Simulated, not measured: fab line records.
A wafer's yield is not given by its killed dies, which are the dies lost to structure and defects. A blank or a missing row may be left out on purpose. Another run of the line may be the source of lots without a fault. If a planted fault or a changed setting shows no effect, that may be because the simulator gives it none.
What tool caused it?	flow gf180mcu	13 lots, 39 wafers sampled, at 6 steps of a route of 602

== WHAT EACH GAUGE READ, for each wafer ==
GF_STI_BOW_MEAS_00.
lot	measured	on	INCOMING_BOW (um)
L476	day 1 10:00	film-metro-01	-15 -9 5
L477	day 1 15:00	film-metro-01	1 -1 -4
L482	day 2 16:01	film-metro-02	10 3 11
L483	day 2 21:01	film-metro-02	-2 4 -6
L484	day 3 02:02	film-metro-03	13 7 10
L485	day 3 07:02	film-metro-03	-6 -8 -2
L488	day 3 22:00	film-metro-01	-1 4 9
L489	day 4 03:01	film-metro-02	-5 1 3
L490	day 4 08:01	film-metro-02	-2 -5 1
L491	day 4 13:00	film-metro-03	2 4 6
L492	day 4 18:00	film-metro-02	-6 -4 2
L493	day 4 23:00	film-metro-01	-7 11 4
L495	day 5 09:00	film-metro-01	-4 -6 1

GF_MVPSD_TW_MEAS_11.
lot	measured	on	MVPSD_TW
L476	day 5 02:54	film-metro-03	556 558 555
L477	day 5 09:13	film-metro-04	557 559 560
L482	day 6 12:44	film-metro-04	561 563 561
L483	day 6 18:01	film-metro-02	556 558 558
L484	day 7 00:32	film-metro-02	557 556 553
L485	day 7 07:08	film-metro-04	557 557 554
L488	day 8 02:01	film-metro-04	556 558 552
L489	day 8 04:49	film-metro-04	556 558 557
L490	day 8 12:25	film-metro-03	554 554 556
L491	day 8 17:25	film-metro-04	560 559 560
L492	day 8 21:51	film-metro-02	701 699 701
L493	day 9 04:24	film-metro-02	697 697 700
L495	day 9 19:18	film-metro-02	561 562 562

GF_VT_IMPLANT_TW_MEAS_43.
lot	measured	on	VT_IMPLANT_4_TW
L476	day 7 14:56	film-metro-04	701 700 699
L477	day 7 22:20	film-metro-04	704 704 700
L482	day 9 05:34	film-metro-02	697 699 701
L483	day 9 12:07	film-metro-02	699 703 701
L484	day 9 20:25	film-metro-02	703 702 700
L485	day 10 02:10	film-metro-01	707 708 707
L488	day 11 00:35	film-metro-01	702 703 701
L489	day 11 04:02	film-metro-04	691 695 689
L490	day 11 12:41	film-metro-04	697 694 701
L491	day 11 17:51	film-metro-02	694 698 697
L492	day 11 22:30	film-metro-04	696 696 692
L493	day 12 07:12	film-metro-04	698 698 698
L495	day 12 21:09	film-metro-01	715 714 707

GF_VT_IMPLANT_RS_MEAS_49: measures by four-point-probe.
lot	measured	on	MVPSD_RS (ohm/sq)
L476	day 7 15:30	film-metro-04	1174 1175 1170
L477	day 7 22:55	film-metro-04	1167 1168 1167
L482	day 9 06:11	film-metro-04	1168 1171 1169
L483	day 9 12:41	film-metro-03	1174 1177 1174
L484	day 9 21:01	film-metro-02	1170 1169 1170
L485	day 10 02:46	film-metro-03	1175 1175 1175
L488	day 11 01:09	film-metro-02	1171 1172 1166
L489	day 11 04:38	film-metro-02	1163 1163 1163
L490	day 11 13:16	film-metro-03	1168 1172 1174
L491	day 11 18:28	film-metro-03	1169 1168 1166
L492	day 11 23:04	film-metro-02	695 696 694
L493	day 12 07:56	film-metro-02	695 694 696
L495	day 12 21:43	film-metro-04	1174 1170 1174

GF_HV_LDD_OVL_MEAS_20.
lot	measured	on	HV_LDD_01_OVL (nm)
L476	day 10 21:29	overlay-02	-2.0 -0.6 -2.1
L477	day 11 06:15	overlay-02	-0.5 0.5 1.2
L482	day 12 13:15	overlay-02	0.5 1.4 -0.2
L483	day 12 23:15	overlay-01	-0.2 1.0 1.2
L484	day 13 08:44	overlay-01	2.0 2.0 1.7
L485	day 13 13:16	overlay-02	-0.4 0.9 0.3
L488	day 14 15:21	overlay-02	0.4 0.3 1.7
L489	day 14 21:12	overlay-01	1.0 2.8 1.9
L490	day 15 06:33	overlay-01	0.9 1.2 2.6
L491	day 15 12:09	overlay-02	-2.2 -1.9 -0.9
L492	day 15 15:39	overlay-01	2.7 -0.1 0.3
L493	day 16 05:03	overlay-02	-0.7 -2.2 -0.6
L495	day 16 18:27	overlay-01	0.6 1.2 -0.6

== WHAT TOOL EACH LOT RAN ON (gives the tool, then ch and the chambers of the sampled wafers, and finally the start) ==
lot	GF_MVPSD_IMPLANT_09
L476	implanter-02 ch 0, day 5 02:39
L477	implanter-04 ch 0, day 5 08:58
L482	implanter-04 ch 0, day 6 12:29
L483	implanter-02 ch 0, day 6 17:46
L484	implanter-02 ch 0, day 7 00:19
L485	implanter-02 ch 0, day 7 06:55
L488	implanter-04 ch 0, day 8 01:46
L489	implanter-02 ch 0, day 8 04:34
L490	implanter-04 ch 0, day 8 12:10
L491	implanter-02 ch 0, day 8 17:10
L492	implanter-04 ch 0, day 8 21:36
L493	implanter-04 ch 0, day 9 04:09
L495	implanter-03 ch 0, day 9 19:03
- GF_MVPSD_IMPLANT_09

== WHAT THE TOOLS THEMSELVES READ (means of the sampled wafers that have a number; where no wafer has one, the mark that the record gives instead) ==
GF_MVPSD_IMPLANT_09.
lot	tool	dose-ions-cm2	faraday-current-uA
L476	implanter-02	5e+12	27.9
L477	implanter-04	5e+12	27.8
L482	implanter-04	5e+12	27.8
L483	implanter-02	5e+12	28.7
L484	implanter-02	5e+12	28.0
L485	implanter-02	5e+12	28.1
L488	implanter-04	5e+12	28.1
L489	implanter-02	5e+12	28.2
L490	implanter-04	5e+12	28.2
L491	implanter-02	5e+12	28.7
L492	implanter-04	3e+13	200.6
L493	implanter-04	3e+13	194.0
L495	implanter-03	5e+12	28.1

== THE ANSWER, worked out from the rows above alone ==
Rule: usual is defined by the lots themselves. The widest of any qualifying gaps counts: lots, ordered by their means at a reading, are off when they make up no more than a third of the lots, leave a main group of 4 or more, and stand apart from it by 3 or more times the standard deviation of that group's means. A main group whose means are all the same, to the digits that the tables above print for the reading, isn't used. A lot without any number at a reading at which 4 lots or more have one is off too. All remaining lots with rows at the step are treated as sound. Order of review: gauges by route order, followed by the tools' own readings, for which a lot's mean as printed above is used. The first step at which some lot is off is used, and at that step the reading that is off furthest; a lot without a number counts as furthest.
Off: L492, L493, seen at GF_MVPSD_TW_MEAS_11 (MVPSD_TW). The main group has a mean of 558 with a standard deviation of 2.4.
If a tool, at a process step before that reading, ran all the lots that are off and no sound lot after the first of them, it fits. The gauges at GF_MVPSD_TW_MEAS_11 aren't tried: what is off there is off at GF_MVPSD_IMPLANT_09 too, on other tools, and a gauge's error can't cause that. One fits: implanter-04 at GF_MVPSD_IMPLANT_09. Its last sound lot is L490 (day 8 12:10), its first lot that is off L492 (day 8 21:36): a fault that began between those two fits.
The tool's own readings at GF_MVPSD_IMPLANT_09 bear it out: on the lots that are off they differ by more than 5 times the standard deviation of the sound lots' means. dose-ions-cm2 reads 3e+13 there against 5e+12 on the sound lots; faraday-current-uA reads 197.3 there against 28.1 on the sound lots.

== WHAT WAS PUT IN BY THE SIMULATOR ==
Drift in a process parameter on implanter-04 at GF_MVPSD_IMPLANT_09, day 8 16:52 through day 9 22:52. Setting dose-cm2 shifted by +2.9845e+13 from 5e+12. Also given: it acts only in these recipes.
Struck lots among those shown: L492, L493. This agrees with what the rule above found.
